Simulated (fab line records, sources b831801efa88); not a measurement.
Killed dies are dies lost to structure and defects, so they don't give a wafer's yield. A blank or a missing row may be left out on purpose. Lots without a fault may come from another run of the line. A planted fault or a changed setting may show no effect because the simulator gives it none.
Which tool did it? | flow gf180mcu | 14 lots, 42 wafers sampled, at 3 steps of a route of 602

WHAT THE GAUGES READ, wafer by wafer
GF_V4_THK_MEAS_01. Usual: V4_CVD_00_THK 600 nm, standard deviation 7.
lot  | measured     | on            | V4_CVD_00_THK (nm) | flag
L627 | day 24 05:29 | film_metro-04 | 594 589 589        |
L629 | day 24 17:45 | film_metro-01 | 597 600 603        |
L628 | day 24 19:55 | film_metro-01 | 604 607 603        |
L630 | day 25 03:53 | film_metro-04 | 603 605 592        |
L632 | day 25 15:24 | film_metro-01 | 589 602 588        |
L633 | day 26 05:31 | film_metro-04 | 609 603 603        |
L636 | day 26 19:28 | film_metro-01 | 603 611 594        |
L635 | day 26 22:07 | film_metro-04 | 606 594 604        |
L637 | day 27 07:13 | film_metro-01 | 601 590 587        |
L639 | day 28 02:43 | film_metro-04 | 596 600 597        |
L641 | day 28 15:06 | film_metro-04 | 613 599 609        |
L646 | day 29 10:53 | film_metro-03 | 595 596 597        |
L647 | day 29 18:25 | film_metro-01 | 582 596 597        |
L648 | day 30 03:07 | film_metro-01 | 605 600 609        |

GF_V4_CD_MEAS_14: target cd 260 nm. Usual: cd_nm 260.4 nm, standard deviation 1.1.
lot  | measured     | on        | cd_nm (nm)        | flag
L627 | day 25 03:34 | cd_sem-01 | 258.4 259.2 259.8 |
L629 | day 25 15:26 | cd_sem-02 | 261.4 259.0 260.4 |
L628 | day 25 18:20 | cd_sem-02 | 258.3 259.7 259.8 |
L630 | day 26 01:13 | cd_sem-01 | 261.4 262.0 262.3 |
L632 | day 26 13:00 | cd_sem-02 | 259.6 258.4 260.8 |
L633 | day 27 01:22 | cd_sem-01 | 263.5 263.7 261.5 |
L636 | day 27 15:47 | cd_sem-01 | 260.2 261.3 261.0 |
L635 | day 27 18:20 | cd_sem-02 | 260.0 259.7 260.4 |
L637 | day 28 02:48 | cd_sem-01 | 260.2 259.1 258.1 |
L639 | day 28 22:32 | cd_sem-02 | 259.9 259.6 259.9 |
L641 | day 29 10:31 | cd_sem-02 | 260.4 260.4 260.1 |
L646 | day 30 06:39 | cd_sem-01 | 259.5 259.9 260.0 |
L647 | day 30 13:03 | cd_sem-01 | 261.6 260.5 261.9 |
L648 | day 30 21:07 | cd_sem-01 | 258.7 258.6 260.5 |

WHICH TOOL RAN EACH LOT (tool, then ch and the chambers of the sampled wafers, then the start)
lot  | GF_V4_CVD_02
L627 | pecvd-01 ch 1,2, day 24 05:32
L629 | pecvd-03 ch 0,1,2, day 24 17:49
L628 | pecvd-03 ch 0,1,2, day 24 19:59
L630 | pecvd-03 ch 0,1,2, day 25 03:56
L632 | pecvd-01 ch 0,1, day 25 15:28
L633 | pecvd-01 ch 1,2, day 26 05:34
L636 | pecvd-02 ch 0,2, day 26 19:31
L635 | pecvd-02 ch 0,2, day 26 22:10
L637 | pecvd-02 ch 0,1, day 27 07:17
L639 | pecvd-02 ch 0,1,2, day 28 02:47
L641 | pecvd-01 ch 0,1,2, day 28 15:08
L646 | pecvd-02 ch 0,1,2, day 29 10:56
L647 | pecvd-01 ch 0,1,2, day 29 18:29
L648 | pecvd-02 ch 0,1, day 30 03:10
- GF_V4_CVD_02: deposits SiO2 from TEOS, target thk 850 nm, time 94.851 s.

WHAT THE TOOLS THEMSELVES READ (means of the sampled wafers that have a number; where no wafer has one, the mark that the record gives instead)
GF_V4_CVD_02. Usual: heater_power_outer_w 377 W, standard deviation 60; heater_power_w 641 W, standard deviation 78.
lot  | tool     | heater_power_outer_w (W) | heater_power_w (W) | flag
L627 | pecvd-01 | 414                      | 655                |
L629 | pecvd-03 | 343                      | 593                |
L628 | pecvd-03 | 343                      | 583                |
L630 | pecvd-03 | 310                      | 546                |
L632 | pecvd-01 | 438                      | 689                |
L633 | pecvd-01 | 402                      | 642                |
L636 | pecvd-02 | 330                      | 590                |
L635 | pecvd-02 | 371                      | 643                |
L637 | pecvd-02 | 344                      | 621                |
L639 | pecvd-02 | 371                      | 642                |
L641 | pecvd-01 | 481                      | 745                |
L646 | pecvd-02 | 371                      | 651                |
L647 | pecvd-01 | 479                      | 746                |
L648 | pecvd-02 | 330                      | 578                |

THE ANSWER, worked out from the rows above alone
Rule: a lot is off if the mean of its wafers that have a number lies more than 3 standard deviations from the usual mean. A lot without any number at a reading at which 4 lots or more have one is off too. The other lots that the step has rows for count as sound. The gauges are gone through in route order, then the tools' own readings, and for those a lot's mean is taken as printed above. The first step at which some lot is off is used, and at that step the reading that is off furthest; a lot without a number counts as furthest.
No lot is off at any reading shown: from this, nothing can be told.

WHAT THE SIMULATOR HAD PUT IN
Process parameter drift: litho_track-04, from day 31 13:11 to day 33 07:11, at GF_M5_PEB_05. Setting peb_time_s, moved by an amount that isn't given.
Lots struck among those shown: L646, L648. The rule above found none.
